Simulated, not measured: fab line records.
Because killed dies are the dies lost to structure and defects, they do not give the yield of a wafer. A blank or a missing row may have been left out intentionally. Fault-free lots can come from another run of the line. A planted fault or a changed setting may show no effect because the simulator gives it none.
Matching of chambers + flow gf180mcu + cmp-02 running GF_V5_CMP_26: 4 sister chambers
The step polishes, stops on SiO2, t overpolish 15 s, target thk 0 nm. 8 wafers are shown with their chamber, then 9 later ones without.

WAFERS, EACH WITH ITS CHAMBER
| wafer  | chamber | motor-current-A (A) | time-to-endpoint-s (s) |
|--------|---------|---------------------|------------------------|
| L340.6 | 1       | 11.0                | 92                     |
| L345.5 | 3       | 11.7                | 79                     |
| L348.1 | 1       | 10.7                | 86                     |
| L348.2 | 3       | 11.8                | 84                     |
| L348.4 | 2       | 10.9                | 85                     |
| L350.2 | 2       | 10.9                | 85                     |
| L350.3 | 0       | 12.8                | 85                     |
| L350.5 | 0       | 12.0                | 86                     |

WAFERS WHOSE CHAMBER IS MISSING
| wafer  | motor-current-A (A) | time-to-endpoint-s (s) |
|--------|---------------------|------------------------|
| L351.1 | 11.3                | 86                     |
| L351.2 | 11.5                | 82                     |
| L351.5 | 10.7                | 83                     |
| L361.1 | 11.7                | 82                     |
| L361.2 | 11.7                | 82                     |
| L361.4 | 11.8                | 80                     |
| L362.2 | 11.7                | 80                     |
| L362.3 | 11.7                | 78                     |
| L362.5 | 12.6                | 80                     |

EACH ONE'S CHAMBER
| wafer  | from the rows above          | in truth                   |
|--------|------------------------------|----------------------------|
| L351.1 | can't be placed: 2 or 1 or 3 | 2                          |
| L351.2 | can't be placed: 3 or 2      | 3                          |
| L351.5 | can't be placed: 2 or 1      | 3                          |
| L361.1 | 3                            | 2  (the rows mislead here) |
| L361.2 | 3                            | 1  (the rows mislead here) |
| L361.4 | 3                            | 3                          |
| L362.2 | 3                            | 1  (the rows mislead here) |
| L362.3 | 3                            | 3                          |
| L362.5 | can't be placed: 0 or 3      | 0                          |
Placed correctly: 2 of 9. These rows do not allow placing 4 (true chamber among the candidates in 3). Placed wrongly: 3.
How it was worked out, from the rows above alone: a wafer's distance from a chamber is the root of the sum, over the readings, of the square of ((its reading less the chamber's mean) divided by the reading's scatter). If the next closest chamber is less than 2 further off than the closest, the wafer can't be placed; otherwise it belongs to the closest. Each chamber's mean is taken over the wafers shown for it. The scatter is the square root of a quotient: the sum, over the shown wafers, of each reading's squared deviation from its chamber's mean, divided by wafers minus chambers.
